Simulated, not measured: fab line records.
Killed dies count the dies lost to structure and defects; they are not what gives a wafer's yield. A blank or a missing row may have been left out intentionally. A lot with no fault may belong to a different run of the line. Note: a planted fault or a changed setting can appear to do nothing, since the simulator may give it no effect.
Which tool did it?    flow gf180mcu    Sampling: 13 lots, 39 wafers, 4 of 602 route steps

## WHAT THE GAUGES SHOWED, per wafer
GF_POLY_GATE_THK_MEAS_01.
lot   measured      on             POLY_GATE_CVD_00_THK (nm)
L368  day 8 17:20   film-metro-02  198.4 198.1 198.2
L369  day 8 18:45   film-metro-02  201.4 200.5 201.1
L370  day 9 08:03   film-metro-02  196.3 197.3 198.7
L371  day 9 14:07   film-metro-04  200.4 200.2 200.3
L373  day 10 10:56  film-metro-04  199.6 197.1 199.3
L374  day 10 10:55  film-metro-03  197.6 198.5 198.3
L376  day 11 05:25  film-metro-02  251.1 252.7 251.7
L377  day 11 06:44  film-metro-04  255.9 258.2 255.8
L380  day 12 10:41  film-metro-04  203.3 201.2 203.7
L382  day 13 06:03  film-metro-03  202.5 201.3 200.5
L383  day 13 09:40  film-metro-04  197.8 197.7 199.2
L388  day 14 21:47  film-metro-04  199.9 197.5 199.6
L390  day 15 08:43  film-metro-02  201.1 200.9 199.0

GF_HV_LDD_CD_MEAS_46: the cd target is 400 nm.
lot   measured      on         cd-nm (nm)
L368  day 12 14:19  cd-sem-01  405 405 405
L369  day 12 16:30  cd-sem-01  399 400 401
L370  day 13 07:28  cd-sem-02  401 401 401
L371  day 13 14:22  cd-sem-02  397 396 395
L373  day 14 15:26  cd-sem-02  408 407 407
L374  day 14 14:43  cd-sem-02  403 402 399
L376  day 15 13:28  cd-sem-02  399 398 400
L377  day 15 14:02  cd-sem-02  397 399 399
L380  day 17 00:01  cd-sem-01  398 395 397
L382  day 17 22:51  cd-sem-02  398 399 397
L383  day 18 03:43  cd-sem-01  399 399 399
L388  day 19 19:40  cd-sem-01  400 401 400
L390  day 20 07:26  cd-sem-02  401 400 401

GF_PSD_OVL_MEAS_08.
lot   measured      on          PSD_OVL (nm)
L368  day 14 10:16  overlay-01  1.2 2.3 1.6
L369  day 14 12:34  overlay-01  0.4 0.4 1.5
L370  day 15 04:49  overlay-01  -0.4 0.4 -1.4
L371  day 15 12:02  overlay-01  1.0 1.5 0.4
L373  day 16 15:26  overlay-01  -2.3 -1.4 -2.1
L374  day 16 13:49  overlay-02  1.4 1.4 1.9
L376  day 17 14:04  overlay-02  0.5 -0.5 1.2
L377  day 17 14:38  overlay-02  1.7 -0.3 0.5
L380  day 19 02:53  overlay-01  -1.3 -1.0 0.2
L382  day 20 02:13  overlay-02  0.3 1.5 0.5
L383  day 20 08:04  overlay-01  -0.2 -0.7 0.0
L388  day 21 23:13  overlay-01  -0.9 -0.9 -0.4
L390  day 22 10:14  overlay-02  -0.3 -1.0 -1.4

## EACH LOT AND THE TOOL THAT RAN IT (in order: tool; ch and the chambers of the sampled wafers; start)
lot   GF_POLY_GATE_CVD_00
L368  lpcvd-02 ch 1, day 8 16:00
L369  lpcvd-01 ch 1, day 8 17:25
L370  lpcvd-02 ch 1, day 9 06:43
L371  lpcvd-02 ch 1, day 9 12:46
L373  lpcvd-02 ch 0, day 10 09:31
L374  lpcvd-02 ch 1, day 10 09:31
L376  lpcvd-02 ch 0, day 11 04:04
L377  lpcvd-02 ch 1, day 11 05:24
L380  lpcvd-01 ch 0, day 12 09:21
L382  lpcvd-01 ch 0, day 13 04:43
L383  lpcvd-01 ch 0, day 13 08:19
L388  lpcvd-01 ch 0, day 14 20:27
L390  lpcvd-01 ch 0, day 15 07:23
- GF_POLY_GATE_CVD_00: deposits poly-Si, target thk 200 nm, time 1200 s.

## AS READ BY THE TOOLS THEMSELVES (means over the sampled wafers that have a number; for cases with no such wafer, the mark the record gives instead)
GF_POLY_GATE_CVD_00.
lot   tool      spike-tc-bottom-C (C)  spike-tc-centre-C (C)  spike-tc-lower-C (C)  spike-tc-top-C (C)  spike-tc-upper-C (C)  susceptor-temp-C (C)  zone-power-centre-pct (%)
L368  lpcvd-02  642                    622.5                  619.3                 637                 619.6                 620.09                7.5
L369  lpcvd-01  642                    621.1                  619.5                 636                 619.7                 619.80                9.0
L370  lpcvd-02  643                    620.6                  618.7                 638                 619.3                 619.88                7.4
L371  lpcvd-02  642                    619.8                  619.3                 637                 619.6                 620.20                7.4
L373  lpcvd-02  637                    620.9                  621.7                 631                 619.5                 619.99                9.7
L374  lpcvd-02  642                    621.0                  618.7                 637                 619.9                 619.67                7.5
L376  lpcvd-02  647                    631.8                  631.7                 642                 628.5                 630.48                9.8
L377  lpcvd-02  653                    631.2                  628.9                 649                 629.4                 630.19                7.7
L380  lpcvd-01  637                    619.5                  619.8                 641                 621.5                 619.91                11.1
L382  lpcvd-01  636                    619.5                  619.4                 640                 620.8                 619.94                11.2
L383  lpcvd-01  635                    619.0                  620.9                 639                 620.6                 619.76                11.2
L388  lpcvd-01  636                    619.7                  620.1                 640                 620.9                 619.85                11.2
L390  lpcvd-01  636                    620.3                  620.3                 639                 620.1                 620.05                11.1

## THE ANSWER, worked out from the rows above alone
Rule: the usual values come from the lots themselves. Put in order of their means at a reading, lots are off if they are a third of the lots or fewer, leave a main group of 4 or more, and stand apart from it by a gap of 3 or more times the standard deviation of the main group's means; of several such gaps the widest counts. A main group is skipped when, at the precision printed for the reading in the tables above, its means are all equal. Also off: a lot with no number at a reading for which 4 or more lots have one. Where the step has rows for the other lots, those lots are counted as sound. The gauges are gone through in route order, then the tools' own readings, and for those a lot's mean is taken as printed above. The first step at which some lot is off is used, and at that step the reading that is off furthest; a lot without a number counts as furthest.
Off: L376, L377, at GF_POLY_GATE_THK_MEAS_01 (POLY_GATE_CVD_00_THK). Mean 199.6 nm and standard deviation 1.6 in the main group.
A tool fits if, at a process step before that reading, it ran every lot that is off, and no sound lot after the first of them. Not tried: the gauges at GF_POLY_GATE_THK_MEAS_01; whatever is off there is also off at GF_POLY_GATE_CVD_00, on other tools, and gauge error can't account for it. One fits: GF_POLY_GATE_CVD_00 on lpcvd-02. A fault onset in the window from L373 (day 10 09:31, its last sound lot) to L376 (day 11 04:04, its first lot off) fits.
The tool's own readings at GF_POLY_GATE_CVD_00 bear it out: on the lots that are off they differ by more than 5 times the standard deviation of the sound lots' means. spike-tc-centre-C reads 631.5 C there against 620.4 C on the sound lots; spike-tc-lower-C reads 630.3 C there against 619.8 C on the sound lots; spike-tc-upper-C reads 629.0 C there against 620.1 C on the sound lots; susceptor-temp-C reads 630.34 C there against 619.92 C on the sound lots.

## WHAT HAD BEEN PUT IN BY THE SIMULATOR
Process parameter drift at GF_POLY_GATE_CVD_00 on lpcvd-02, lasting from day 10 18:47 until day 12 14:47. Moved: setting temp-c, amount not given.
Shown lots that were struck: L376, L377. The same result came from the rule above.
